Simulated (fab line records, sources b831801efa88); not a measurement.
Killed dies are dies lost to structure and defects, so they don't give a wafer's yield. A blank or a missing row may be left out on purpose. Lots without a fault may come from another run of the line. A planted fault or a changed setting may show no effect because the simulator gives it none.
A struck lot beside a sound one | flow sfq_line | 18 steps out of a route of 325
Sound: wafers L703.1, L703.2, L703.3. Struck: wafer L694.3. (L694.2, L694.5 of the same lot were not struck and are left out.) The cause comes at the end.
At each step with rows: each side's tool, then ch and its chambers, then its first start. Under that, the readings that differ: sound wafers | struck wafers | difference of the means | sigmas: that difference in standard deviations of wafers without a fault.
alike: readings whose means differ by less than 2 such deviations, and words and numbers that are the same on both sides. not compared: withheld readings, readings that some wafer has no value for, bounds like >300 that may hide the same value, and numbers for which the record gives no deviation and whose values overlap.
The two part at a step that has a row with sigmas, a row that says differs or no value, or rows on one side only. Numbers that don't overlap but have no deviation are shown without sigmas and don't part them. A reading that every wafer of one side lacks parts them only if that side has two wafers or more.

SFQ_TRILAYER_M3_BARC_OPEN_METAL_ETCH_100: etches BARC in O2, target depth 125 nm, time 41.7 s.
  sound on rie_metal-01 ch 0,1, day 42 22:02; struck on rie_metal-02 ch 1, day 39 10:32
  alike: drypump_motor_current_A, oes_product_au
  not compared: rf_hours_counter_h
SFQ_TRILAYER_M3_ETCH_METAL_ETCH_078: etches Nb in Cl2/Ar, stops on SiO2, target depth 240 nm, time 120 s.
  sound on rie_metal-01 ch 0,1, day 42 22:05; struck on rie_metal-02 ch 1, day 39 10:36
  alike: drypump_motor_current_A, oes_product_au
  not compared: rf_hours_counter_h
SFQ_TRILAYER_M3_STRIP_STRIP_079: strips in O2.
  sound on rie_metal-01 ch 0,1, day 42 22:13; struck on rie_metal-02 ch 1, day 39 10:43
  alike: drypump_motor_current_A, oes_product_au
  not compared: rf_hours_counter_h
then, 2 steps without rows for these wafers: SFQ_TRILAYER_M3_STRIP_SOLV_CLEAN_080 (cleans in NMP, time 600 s); SFQ_TRILAYER_I3_DEP_PECVD_081 (deposits SiO2 from SiH4/N2O, time 111.11 s, target thk 500 nm).
SFQ_TRILAYER_I3_CMP_CMP_082: polishes SiO2.
  sound on cmp-02 ch 1,2,3, day 43 11:47; struck on cmp-02 ch 2, day 39 22:12
  alike: motor_current_A, slurry_filter_dp_kPa, time_to_endpoint_s
SFQ_I3_BOW_MEAS_922:
  sound on film_metro-02, day 43 14:47; struck on film_metro-03, day 40 00:13
  alike: I3_BOW
then, 5 steps without rows for these wafers: SFQ_TRILAYER_I3_METRO_MEASURE_083; SFQ_TRILAYER_I3_VIA_LITHO_COAT_090 (resist thk 62 nm); SFQ_TRILAYER_I3_VIA_LITHO_COAT_085 (resist thk 650 nm); SFQ_TRILAYER_I3_VIA_LITHO_SOFTBAKE_089; SFQ_TRILAYER_I3_VIA_LITHO_EXPOSE_086 (exposes mask I3, target cd 500 nm).
-- the record jumps here: 6 days lie between the struck wafers' starts before and after --
SFQ_TRILAYER_I3_VIA_LITHO_PEB_088: peb time 60 s.
  sound on litho_track-01 ch 0, day 49 06:49; struck on litho_track-03 ch 0, day 46 05:24
then, 1 step without rows for these wafers: SFQ_TRILAYER_I3_VIA_LITHO_DEVELOP_087 (time 60 s).
SFQ_I3_OVL_MEAS_923:
  sound on overlay-01, day 49 07:07; struck on overlay-02, day 46 05:41
  reading     | sound  | struck | difference | sigmas
  I3_OVL (nm) | 8 10 7 | -5     | -13        | -2
SFQ_TRILAYER_I3_VIA_BARC_OPEN_VIA_ETCH_121: etches BARC in O2, target depth 125 nm, time 41.7 s.
  sound on rie_diel-04 ch 0,1,3, day 49 07:10; struck on rie_diel-01 ch 2, day 46 05:43
  reading                | sound             | struck | difference | sigmas
  rf_hours_counter_h (h) | 3 2 4             | 10     | +7         |
  model.I3.cd_nm (nm)    | 496.9 499.5 498.4 | 519.2  | +20.9      |
  alike: drypump_motor_current_A, oes_product_au
SFQ_TRILAYER_I3_VIA_ETCH_VIA_ETCH_088: etches SiO2 in CHF3, stops on Nb, target depth 260 nm.
  sound on rie_diel-04 ch 0,1,3, day 49 07:12; struck on rie_diel-01 ch 2, day 46 05:45
  reading             | sound             | struck | difference | sigmas
  model.I3.cd_nm (nm) | 499.7 499.3 497.8 | 518.3  | +19.4      |
  alike: drypump_motor_current_A, oes_product_au
SFQ_TRILAYER_I3_VIA_STRIP_STRIP_089: strips in O2.
  sound on rie_metal-03 ch 0,1, day 49 07:19; struck on rie_metal-02 ch 1, day 46 05:52
  alike: drypump_motor_current_A, oes_product_au
  not compared: rf_hours_counter_h

WHERE THEY PART
Only at SFQ_I3_OVL_MEAS_923, within this record. Later steps at which nothing parts them and some readings are alike: SFQ_TRILAYER_I3_VIA_BARC_OPEN_VIA_ETCH_121, SFQ_TRILAYER_I3_VIA_ETCH_VIA_ETCH_088, SFQ_TRILAYER_I3_VIA_STRIP_STRIP_089.

WHY: what the simulator had put in
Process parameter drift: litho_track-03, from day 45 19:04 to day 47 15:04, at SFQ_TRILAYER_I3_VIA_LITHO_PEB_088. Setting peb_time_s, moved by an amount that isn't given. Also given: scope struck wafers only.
